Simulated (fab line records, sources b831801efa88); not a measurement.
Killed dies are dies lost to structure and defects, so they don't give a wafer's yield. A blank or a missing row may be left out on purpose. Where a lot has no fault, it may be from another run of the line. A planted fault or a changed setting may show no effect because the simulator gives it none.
fab line records	flow sky130	part 1 of 2: steps 1 to 27 of 37
[record] lots = 5	wafers = 15	last-day = 51
route steps=708 shown RES_PROTECT@214 POLY_GATE@217 LDD_N@237
lots with no fault: from the same line, run without faults
start-h: start of the lot's first displayed wafer, in hours after the record's first day	wait-h: time in hours since the lot's previous step	" repeats the value in the row above	L1.1+2: a single row standing in for several wafers	- no value, or no start was given	* or withheld: withheld	< > ~ a bound
route shown NAME@n: NAME is a module with steps in the file, n the number in the route of the first one	usual: the fault-free wafers' mean and standard deviation	same: alike in all rows	chamber/n: place in a boat	sites: readings site by site	_std_site: the values' standard deviation	_edge_site: inner sites' mean taken away from outer sites' mean	radius-mm: for every site, how far away it sits from the centre of the wafer	mask NAME#n: copy n	behind: the tool/chamber that last shaped the wafer	hold: why the lot went on hold/how many hours it stayed there/how the hold came to an end	device: which transistor (n, p or np) failed to switch	end of line: the tests these same wafers got at the end of their route	a step without rows: its recipe alone	killed: at the first sort, the dies lost to defects and structure; wafer yield is something else	map: dies across one wafer; x = killed, . = not, _ = none there
set.NAME: the run value of the setting; set.NAME@STEP: its run value at that earlier step	model.NAME: the simulator's own value behind a step, which no gauge read
lots at some steps of the route; a table a step, a row a wafer
services: when a tool's chamber went out of use (start-h, in hours from the record's first day, below 0 if earlier), for how many hours, and the reason
[[steps]]
[step SKY_RES_PROTECT_STRIP_07]
[recipe] chemistry = O2/N2	power-w = 1400	pressure-mtorr = 1500	platen-temp-c = withheld	o2-flow-sccm = 3000	n2-flow-sccm = 300	overash-fraction = 0.5
[usual] drypump-motor-current-A = 5.6/0.37	oes-product-au = 0.517/0.0047	strip-time-to-endpoint-s = 23.28/0.047
lot.wafer	tool	chamber	start-h	wait-h	drypump-motor-current-A	oes-product-au	rf-hours-counter-h	strip-time-to-endpoint-s
L081.2	plasma-asher-04	0	401.44	0.1	5.8	0.532	70	23.28
L081.4	"	0	"	"	5.7	0.524	-	23.27
L081.5	"	0	"	"	5.7	0.519	-	23.28
L082.1	plasma-asher-04	1	423.03	0.1	5.6	0.511	72	23.22
L082.5	"	0	"	"	5.7	0.518	-	23.24
L082.6	"	1	"	"	5.6	0.516	-	23.24
L083.2	plasma-asher-01	0	423.33	0.1	4.7	0.509	30	23.19
L083.3	"	1	"	"	5.9	0.513	-	23.19
L083.5	"	1	"	"	6.0	0.516	-	23.20
L089.2	plasma-asher-01	1	474.38	0.1	5.9	0.516	36	23.35
L089.3	"	0	"	"	4.8	0.513	-	23.28
L089.6	"	1	"	"	6.0	0.512	-	23.29
L096.1	plasma-asher-01	1	525.43	0.1	6.0	0.521	41	23.33
L096.3	"	1	"	"	5.9	0.520	-	23.31
L096.6	"	0	"	"	4.7	0.520	-	23.36
[step SKY_RES_PROTECT_TW_MEAS_08]
[usual] POLY_GATE_TW = 4028/35
lot.wafer	tool	chamber	start-h	wait-h	POLY_GATE_TW
L081.2	film-metro-02	-	401.55	0.1	4027
L081.4	"	-	"	"	4043
L081.5	"	-	"	"	4063
L082.1	film-metro-01	-	423.13	0.1	4043
L082.5	"	-	"	"	4054
L082.6	"	-	"	"	4028
L083.2	film-metro-02	-	423.44	0.1	4054
L083.3	"	-	"	"	4041
L083.5	"	-	"	"	4047
L089.2	film-metro-03	-	474.49	0.1	3981
L089.3	"	-	"	"	3978
L089.6	"	-	"	"	3963
L096.1	film-metro-01	-	525.53	0.1	4049
L096.3	"	-	"	"	4051
L096.6	"	-	"	"	4055
[step SKY_RES_PROTECT_CLEAN_09]
[recipe] chemistry = SC1/SC2	mix = 1:4:20	temp-c = 70	time-s = 150	dry = n2-spin
[usual] bath-heat-duty-pct = 13.7/1.5
lot.wafer	tool	chamber	start-h	wait-h	bath-heat-duty-pct
L081.2	wet-bench-01	3	401.60	0.0	12.9
L081.4	"	3	"	"	12.8
L081.5	"	3	"	"	13.2
L082.1	wet-bench-04	0	423.19	0.1	12.5
L082.5	"	0	"	"	12.3
L082.6	"	0	"	"	13.0
L083.2	wet-bench-01	0	423.49	0.0	16.6
L083.3	"	0	"	"	16.0
L083.5	"	0	"	"	15.0
L089.2	wet-bench-03	2	474.54	0.0	14.2
L089.3	"	2	"	"	13.7
L089.6	"	2	"	"	14.2
L096.1	wet-bench-01	3	525.59	0.1	14.5
L096.3	"	3	"	"	13.1
L096.6	"	3	"	"	13.7
[step SKY_POLY_GATE_CVD_03]
[recipe] material = Si3N4	precursor = DCS/NH3	target-thk-nm = 75	temp-c = 770	time-s = 1290	pressure-mtorr = 250
lot.wafer	tool	chamber	start-h	wait-h
L081.2+4+5	lpcvd-02	1	402.02	0.4
L082.1+5+6	lpcvd-02	1	426.72	3.5
L083.2+3+5	lpcvd-02	1	426.72	3.2
L089.2+3+6	lpcvd-02	0	554.35	79.8
L096.1+3+6	lpcvd-02	1	554.35	28.7
[step SKY_POLY_GATE_THK_MEAS_04]
[recipe] reads = Si3N4_of_POLY_GATE_CVD_03
[usual] POLY_GATE_CVD_03_THK = 75.0/0.71
lot.wafer	tool	chamber	start-h	wait-h	POLY_GATE_CVD_03_THK[nm]
L081.2	film-metro-03	-	403.38	0.0	75.7
L081.4	"	-	"	"	75.1
L081.5	"	-	"	"	75.8
L082.1	film-metro-02	-	428.08	0.0	74.1
L082.5	"	-	"	"	74.7
L082.6	"	-	"	"	74.5
L083.2	film-metro-03	-	428.09	0.0	74.6
L083.3	"	-	"	"	74.9
L083.5	"	-	"	"	74.7
L089.2	film-metro-02	-	555.73	0.0	75.2
L089.3	"	-	"	"	74.9
L089.6	"	-	"	"	74.5
L096.1	film-metro-04	-	556.01	0.3	75.2
L096.3	"	-	"	"	75.8
L096.6	"	-	"	"	75.9
[step SKY_POLY_GATE_DEHYDRATE_05]
[recipe] temp-c = 200	time-s = 60
[usual] heater-power-total-W = 160.39/0.14
lot.wafer	tool	chamber	start-h	wait-h	heater-power-total-W
L081.2	litho-track-04	0	417.95	14.6	160.44
L081.4	"	0	"	"	160.39
L081.5	"	0	"	"	160.11
L082.1	litho-track-04	0	442.18	14.1	160.51
L082.5	"	0	"	"	160.51
L082.6	"	0	"	"	160.31
L083.2	litho-track-02	0	442.36	14.3	160.28
L083.3	"	0	"	"	160.20
L083.5	"	0	"	"	160.18
L089.2	litho-track-02	0	565.41	9.7	160.19
L089.3	"	0	"	"	160.39
L089.6	"	0	"	"	160.43
L096.1	litho-track-01	0	569.03	13.0	160.20
L096.3	"	0	"	"	160.16
L096.6	"	0	"	"	160.38
[step SKY_POLY_GATE_HMDS_06]
[recipe] prime-time-s = 60	prime-temp-c = 120
lot.wafer	tool	chamber	start-h	wait-h
L081.2+4+5	litho-track-04	0	418.10	0.1
L082.1+5+6	litho-track-04	0	442.33	0.1
L083.2+3+5	litho-track-02	0	442.51	0.1
L089.2+3+6	litho-track-02	0	565.56	0.1
L096.1+3+6	litho-track-01	0	569.18	0.1
[step SKY_POLY_GATE_COAT_07]
[recipe] resist = BARC	temp-c = withheld	time-s = withheld	spin-rpm = 3000	resist-thk-nm = 110
lot.wafer	tool	chamber	start-h	wait-h
L081.2+4+5	litho-track-04	0	418.25	0.1
L082.1+5+6	litho-track-04	0	442.48	0.1
L083.2+3+5	litho-track-02	0	442.66	0.1
L089.2+3+6	litho-track-02	0	565.71	0.1
L096.1+3+6	litho-track-01	0	569.33	0.1
[step SKY_POLY_GATE_COAT_08]
[recipe] resist = KrF-thick	spin-rpm = 3000	resist-thk-nm = 450
lot.wafer	tool	chamber	start-h	wait-h
L081.2+4+5	litho-track-04	0	-	-
L082.1+5+6	litho-track-04	0	-	-
L083.2+3+5	litho-track-02	0	-	-
L089.2+3+6	litho-track-02	0	-	-
L096.1+3+6	litho-track-01	0	-	-
[step SKY_POLY_GATE_SOFTBAKE_09]
[recipe] temp-c = 100	time-s = 90	resist = KrF-thick
[usual] heater-power-total-W = 57.34/0.12
lot.wafer	tool	chamber	start-h	wait-h	heater-power-total-W
L081.2	litho-track-04	0	-	-	57.48
L081.4	"	0	"	"	57.20
L081.5	"	0	"	"	57.47
L082.1	litho-track-04	0	-	-	57.45
L082.5	"	0	"	"	57.38
L082.6	"	0	"	"	57.27
L083.2	litho-track-02	0	-	-	57.22
L083.3	"	0	"	"	57.61
L083.5	"	0	"	"	57.37
L089.2	litho-track-02	0	-	-	57.34
L089.3	"	0	"	"	57.45
L089.6	"	0	"	"	57.48
L096.1	litho-track-01	0	-	-	57.21
L096.3	"	0	"	"	57.24
L096.6	"	0	"	"	57.33
[step SKY_POLY_GATE_EXPOSE_10]
[recipe] mask-id = P1M	na = 0.68	source-shape = conventional	sigma-outer = 0.6	target-cd-nm = 150	dose-mj = 28
[usual] exposure-dose-mJ-cm2 = 27.97/0.031
[same] na = 0.68
lot.wafer	tool	chamber	start-h	wait-h	mask	exposure-dose-mJ-cm2
L081.2	krf-scanner-02	0	-	-	P1M#0	28.00
L081.4	"	0	"	"	P1M#0	27.98
L081.5	"	0	"	"	P1M#0	27.98
L082.1	krf-scanner-01	0	-	-	P1M#0	27.96
L082.5	"	0	"	"	P1M#0	27.96
L082.6	"	0	"	"	P1M#0	27.97
L083.2	krf-scanner-02	0	-	-	P1M#0	27.98
L083.3	"	0	"	"	P1M#0	28.00
L083.5	"	0	"	"	P1M#0	27.98
L089.2	krf-scanner-02	0	-	-	P1M#0	28.01
L089.3	"	0	"	"	P1M#0	27.97
L089.6	"	0	"	"	P1M#0	27.96
L096.1	krf-scanner-01	0	-	-	P1M#0	27.92
L096.3	"	0	"	"	P1M#0	27.95
L096.6	"	0	"	"	P1M#0	27.94
[step SKY_POLY_GATE_PEB_11]
[recipe] peb-temp-c = withheld	peb-time-s = withheld	resist = KrF-thick
lot.wafer	tool	chamber	start-h	wait-h
L081.2+4+5	litho-track-04	0	-	-
L082.1+5+6	litho-track-02	0	-	-
L083.2+3+5	litho-track-02	0	-	-
L089.2+3+6	litho-track-01	0	-	-
L096.1+3+6	litho-track-02	0	-	-
[step SKY_POLY_GATE_DEVELOP_12]
[recipe] develop-time-s = 60	resist = KrF-thick	dev-temp-c = 21
lot.wafer	tool	chamber	start-h	wait-h
L081.2+4+5	litho-track-04	0	-	-
L082.1+5+6	litho-track-02	0	-	-
L083.2+3+5	litho-track-02	0	-	-
L089.2+3+6	litho-track-01	0	-	-
L096.1+3+6	litho-track-02	0	-	-
[step SKY_POLY_GATE_CD_MEAS_13]
[recipe] target-cd-nm = 150
[usual] cd-nm = 150.4/1
lot.wafer	tool	chamber	start-h	wait-h	cd-nm
L081.2	cd-sem-01	-	434.30	-	150.2
L081.4	"	-	"	"	150.8
L081.5	"	-	"	"	148.9
L082.1	cd-sem-01	-	459.39	-	151.0
L082.5	"	-	"	"	150.4
L082.6	"	-	"	"	150.3
L083.2	cd-sem-01	-	459.76	-	149.9
L083.3	"	-	"	"	151.6
L083.5	"	-	"	"	151.0
L089.2	cd-sem-02	-	583.80	-	151.3
L089.3	"	-	"	"	149.5
L089.6	"	-	"	"	149.4
L096.1	cd-sem-01	-	585.98	-	151.2
L096.3	"	-	"	"	151.0
L096.6	"	-	"	"	151.1
[step SKY_POLY_GATE_OVL_MEAS_14]
[usual] POLY_GATE_OVL = 3/4.9
lot.wafer	tool	chamber	start-h	wait-h	POLY_GATE_OVL[nm]
L081.2	overlay-02	-	434.41	0.1	-1
L081.4	"	-	"	"	-3
L081.5	"	-	"	"	1
L082.1	overlay-01	-	459.51	0.1	-5
L082.5	"	-	"	"	-1
L082.6	"	-	"	"	10
L083.2	overlay-01	-	459.86	0.1	14
L083.3	"	-	"	"	5
L083.5	"	-	"	"	5
L089.2	overlay-02	-	583.91	0.1	1
L089.3	"	-	"	"	6
L089.6	"	-	"	"	9
L096.1	overlay-01	-	586.10	0.1	11
L096.3	"	-	"	"	5
L096.6	"	-	"	"	0
[step SKY_POLY_GATE_ETCH_15]
[recipe] chemistry = N2/H2	target = BARC	ion-energy-ev = 200	source-w = 500	bias-w = 100	pressure-mtorr = 30	n2-flow-sccm = 100	h2-flow-sccm = 200	stop-on = SiO2	time-s = 118.5	target-depth-a = 1100
[usual] drypump-motor-current-A = 5.6/0.36	oes-product-au = 0.716/0.0044	throttle-valve-pct = 13.212/0.0086
lot.wafer	tool	chamber	start-h	wait-h	drypump-motor-current-A	oes-product-au	rf-hours-counter-h	throttle-valve-pct
L081.2	rie-diel-03	2	434.44	0.0	5.7	0.709	44	13.197
L081.4	"	1	"	"	4.7	0.715	0	13.219
L081.5	"	1	"	"	4.7	0.713	-	13.200
L082.1	rie-diel-02	2	459.54	0.0	5.2	0.715	6	13.204
L082.5	"	0	"	"	6.5	0.711	-	13.214
L082.6	"	3	"	"	5.6	0.720	-	13.213
L083.2	rie-diel-04	1	459.89	0.0	5.7	0.713	77	13.201
L083.3	"	3	"	"	6.0	0.718	4	13.203
L083.5	"	1	"	"	5.7	0.723	-	13.204
L089.2	rie-diel-03	0	583.94	0.0	5.5	0.706	9	13.207
L089.3	"	1	"	"	4.7	0.715	3	13.216
L089.6	"	3	"	"	5.7	0.709	-	13.217
L096.1	rie-diel-04	0	586.14	0.0	5.5	0.713	5	13.205
L096.3	"	2	"	"	5.8	0.718	9	13.219
L096.6	"	0	"	"	5.4	0.718	-	13.206
[step SKY_POLY_GATE_ETCH_16]
[recipe] stop-on = poly-Si	chemistry = CH3F/O2	target = Si3N4	source-w = 400	bias-w = 80	pressure-mtorr = 25	ch3f-flow-sccm = 40	O2_flow_sccm = 30	time-s = 147.5	target-depth-a = 750
[usual] drypump-motor-current-A = 5.6/0.36	oes-product-au = 0.641/0.005	throttle-valve-pct = 10.535/0.0096
lot.wafer	tool	chamber	start-h	wait-h	drypump-motor-current-A	oes-product-au	rf-hours-counter-h	throttle-valve-pct
L081.2	rie-diel-03	2	434.52	0.0	5.7	0.647	44	10.517
L081.4	"	1	"	"	4.7	0.638	0	10.545
L081.5	"	1	"	"	4.7	0.643	-	10.536
L082.1	rie-diel-02	2	459.62	0.0	5.2	0.632	6	10.541
L082.5	"	0	"	"	6.5	0.645	-	10.544
L082.6	"	3	"	"	5.6	0.641	-	10.526
L083.2	rie-diel-04	1	459.97	0.0	5.6	0.635	77	10.529
L083.3	"	3	"	"	6.0	0.642	4	10.525
L083.5	"	1	"	"	5.7	0.646	-	10.562
L089.2	rie-diel-03	0	584.02	0.0	5.5	0.641	9	10.555
L089.3	"	1	"	"	4.7	0.644	3	10.534
L089.6	"	3	"	"	5.7	0.636	-	10.547
L096.1	rie-diel-04	0	586.22	0.0	5.4	0.639	5	10.528
L096.3	"	2	"	"	5.8	0.647	9	10.533
L096.6	"	0	"	"	5.4	0.647	-	10.545
[step SKY_POLY_GATE_ETCH_17]
[recipe] target-depth-nm = 180	stop-on = SiO2	over-etch-frac = 0.56667	chemistry = HBr/Cl2	target = poly-Si	icp-w = 400	bias-w = 100	pressure-mtorr = 10	HBr_flow_sccm = 150	Cl2_flow_sccm = 50	time-s = 70.5
[usual] drypump-motor-current-A = 5.63/0.29	mfc-cl2-sccm = 50.03/0.16	oes-product-au = 0.985/0.0073	throttle-valve-pct = 33.685/0.0093
lot.wafer	tool	chamber	start-h	wait-h	drypump-motor-current-A	mfc-cl2-sccm	oes-product-au	rf-hours-counter-h	throttle-valve-pct
L081.2	rie-si-02	0	434.62	0.0	5.64	50.27	0.990	6	33.684
L081.4	"	1	"	"	5.45	50.16	0.988	5	33.685
L081.5	"	1	"	"	5.46	50.05	0.988	-	33.690
L082.1	rie-si-02	2	459.72	0.0	5.36	50.28	0.985	4	33.700
L082.5	"	2	"	"	5.37	50.35	0.981	-	33.680
L082.6	"	3	"	"	5.81	49.90	0.981	-	33.692
L083.2	rie-si-01	1	460.07	0.0	5.63	49.91	0.988	0	33.696
L083.3	"	2	"	"	5.79	49.96	0.993	3	33.668
L083.5	"	1	"	"	5.62	49.98	0.985	-	33.680
L089.2	rie-si-02	0	584.12	0.0	5.61	50.08	0.998	6	33.682
L089.3	"	1	"	"	5.46	49.91	0.992	5	33.677
L089.6	"	2	"	"	5.34	50.05	0.987	-	33.690
L096.1	rie-si-01	2	586.32	0.0	5.78	49.78	0.990	4	33.673
L096.3	"	0	"	"	5.25	49.88	0.984	4	33.687
L096.6	"	2	"	"	5.78	49.96	0.988	-	33.681
[step SKY_POLY_GATE_STRIP_18]
[recipe] chemistry = O2/N2	power-w = 1400	pressure-mtorr = 1500	platen-temp-c = withheld	o2-flow-sccm = 3000	n2-flow-sccm = 300	overash-fraction = 0.5
[usual] drypump-motor-current-A = 5.5/0.44	oes-product-au = 0.361/0.0044	strip-time-to-endpoint-s = 3.17/0.039
lot.wafer	tool	chamber	start-h	wait-h	drypump-motor-current-A	oes-product-au	rf-hours-counter-h	strip-time-to-endpoint-s
L081.2	plasma-asher-01	0	434.67	0.0	4.7	0.361	32	3.17
L081.4	"	1	"	"	6.0	0.357	-	3.26
L081.5	"	0	"	"	4.7	0.367	-	3.24
L082.1	plasma-asher-02	1	459.78	0.0	5.3	0.362	3	3.16
L082.5	"	0	"	"	5.6	0.365	-	3.12
L082.6	"	1	"	"	5.3	0.354	-	3.16
L083.2	plasma-asher-03	1	460.13	0.0	5.5	0.365	62	3.20
L083.3	"	0	"	"	5.9	0.362	-	3.21
L083.5	"	0	"	"	5.9	0.367	-	3.20
L089.2	plasma-asher-01	0	584.17	0.0	4.8	0.357	47	3.15
L089.3	"	1	"	"	5.9	0.362	-	3.21
L089.6	"	0	"	"	4.7	0.359	-	3.15
L096.1	plasma-asher-01	0	586.38	0.0	4.7	0.364	47	3.20
L096.3	"	1	"	"	5.9	0.362	-	3.21
L096.6	"	1	"	"	5.9	0.363	-	3.17
[step SKY_POLY_GATE_CLEAN_19]
[recipe] chemistry = SC1/SC2	mix = 1:4:20	temp-c = 70	time-s = 150	dry = n2-spin
[usual] bath-heat-duty-pct = 14.7/1.5
lot.wafer	tool	chamber	start-h	wait-h	bath-heat-duty-pct
L081.2	wet-bench-03	2	434.77	0.1	14.6
L081.4	"	2	"	"	14.1
L081.5	"	2	"	"	13.7
L082.1	wet-bench-01	1	459.88	0.1	13.9
L082.5	"	1	"	"	13.2
L082.6	"	1	"	"	12.8
L083.2	wet-bench-02	2	460.23	0.1	16.0
L083.3	"	2	"	"	16.1
L083.5	"	2	"	"	16.2
L089.2	wet-bench-03	0	584.27	0.1	13.7
L089.3	"	0	"	"	13.6
L089.6	"	0	"	"	14.4
L096.1	wet-bench-02	3	586.48	0.1	13.2
L096.3	"	3	"	"	14.5
L096.6	"	3	"	"	15.1
[step SKY_POLY_GATE_OXIDATION_20]
[recipe] temp-c = 850	ambient = O2	stabilise-s = 600	purge-s = 300	target-thk-a = 40	ox-time-s = 899
lot.wafer	tool	chamber	start-h	wait-h
L081.2+4+5	furnace-01	0	434.82	0.0
L082.1+5+6	furnace-01	0	459.93	0.0
L083.2+3+5	furnace-01	0	461.18	0.9
L089.2+3+6	furnace-02	0	586.03	1.7
L096.1+3+6	furnace-02	0	587.28	0.7
[step SKY_POLY_GATE_THK_MEAS_21]
[recipe] reads = SiO2_of_POLY_GATE_OXIDATION_20
[usual] POLY_GATE_OXIDATION_THK = 4.02/0.078
lot.wafer	tool	chamber	start-h	wait-h	POLY_GATE_OXIDATION_THK[nm]
L081.2	film-metro-02	-	436.08	0.0	4.11
L081.4	"	-	"	"	4.16
L081.5	"	-	"	"	4.13
L082.1	film-metro-04	-	461.18	0.0	4.02
L082.5	"	-	"	"	4.03
L082.6	"	-	"	"	3.95
L083.2	film-metro-02	-	462.44	0.0	3.97
L083.3	"	-	"	"	3.94
L083.5	"	-	"	"	3.87
L089.2	film-metro-02	-	587.29	0.0	3.95
L089.3	"	-	"	"	4.06
L089.6	"	-	"	"	4.08
L096.1	film-metro-04	-	588.53	0.0	4.06
L096.3	"	-	"	"	4.09
L096.6	"	-	"	"	4.09
[step SKY_POLY_GATE_CD_MEAS_22]
[usual] cd-nm = 150.3/2.1
lot.wafer	tool	chamber	start-h	wait-h	cd-nm
L081.2	cd-sem-02	-	436.16	0.1	150.5
L081.4	"	-	"	"	148.4
L081.5	"	-	"	"	147.3
L082.1	cd-sem-02	-	461.24	0.1	153.2
L082.5	"	-	"	"	150.8
L082.6	"	-	"	"	148.4
L083.2	cd-sem-02	-	462.52	0.1	149.7
L083.3	"	-	"	"	154.1
L083.5	"	-	"	"	150.2
L089.2	cd-sem-02	-	587.38	0.1	151.5
L089.3	"	-	"	"	150.5
L089.6	"	-	"	"	145.6
L096.1	cd-sem-01	-	588.97	0.4	152.2
L096.3	"	-	"	"	150.7
L096.6	"	-	"	"	150.2
[step SKY_LDD_N_DEHYDRATE_00]
[recipe] temp-c = 200	time-s = 60
[usual] heater-power-total-W = 160.37/0.12
lot.wafer	tool	chamber	start-h	wait-h	heater-power-total-W
L081.2	litho-track-01	0	451.51	15.3	160.33
L081.4	"	0	"	"	160.60
L081.5	"	0	"	"	160.53
L082.1	litho-track-01	0	475.53	14.3	160.35
L082.5	"	0	"	"	160.29
L082.6	"	0	"	"	160.61
L083.2	litho-track-02	0	476.71	14.2	160.52
L083.3	"	0	"	"	160.65
L083.5	"	0	"	"	160.26
L089.2	litho-track-03	0	599.16	11.7	160.43
L089.3	"	0	"	"	160.37
L089.6	"	0	"	"	160.39
L096.1	litho-track-02	0	601.33	12.3	160.36
L096.3	"	0	"	"	160.38
L096.6	"	0	"	"	160.45
[step SKY_LDD_N_HMDS_01]
[recipe] prime-time-s = 60	prime-temp-c = 120
lot.wafer	tool	chamber	start-h	wait-h
L081.2+4+5	litho-track-01	0	451.66	0.1
L082.1+5+6	litho-track-01	0	475.68	0.1
L083.2+3+5	litho-track-02	0	476.86	0.1
L089.2+3+6	litho-track-03	0	599.31	0.1
L096.1+3+6	litho-track-02	0	601.48	0.1
[step SKY_LDD_N_COAT_02]
[recipe] resist = NOVOLAK	spin-rpm = 3000	resist-thk-nm = 300
lot.wafer	tool	chamber	start-h	wait-h
L081.2+4+5	litho-track-01	0	451.81	0.1
L082.1+5+6	litho-track-01	0	475.83	0.1
L083.2+3+5	litho-track-02	0	477.01	0.1
L089.2+3+6	litho-track-03	0	599.46	0.1
L096.1+3+6	litho-track-02	0	601.63	0.1
[step SKY_LDD_N_SOFTBAKE_03]
[recipe] temp-c = 90	time-s = 60	resist = NOVOLAK
[usual] heater-power-total-W = 56.59/0.045
lot.wafer	tool	chamber	start-h	wait-h	heater-power-total-W
L081.2	litho-track-01	0	451.96	0.1	56.65
L081.4	"	0	"	"	56.58
L081.5	"	0	"	"	56.61
L082.1	litho-track-01	0	475.98	0.1	56.54
L082.5	"	0	"	"	56.63
L082.6	"	0	"	"	56.60
L083.2	litho-track-02	0	477.16	0.1	56.60
L083.3	"	0	"	"	56.54
L083.5	"	0	"	"	56.60
L089.2	litho-track-03	0	599.61	0.1	56.57
L089.3	"	0	"	"	56.57
L089.6	"	0	"	"	56.57
L096.1	litho-track-02	0	601.78	0.1	56.61
L096.3	"	0	"	"	56.52
L096.6	"	0	"	"	56.58
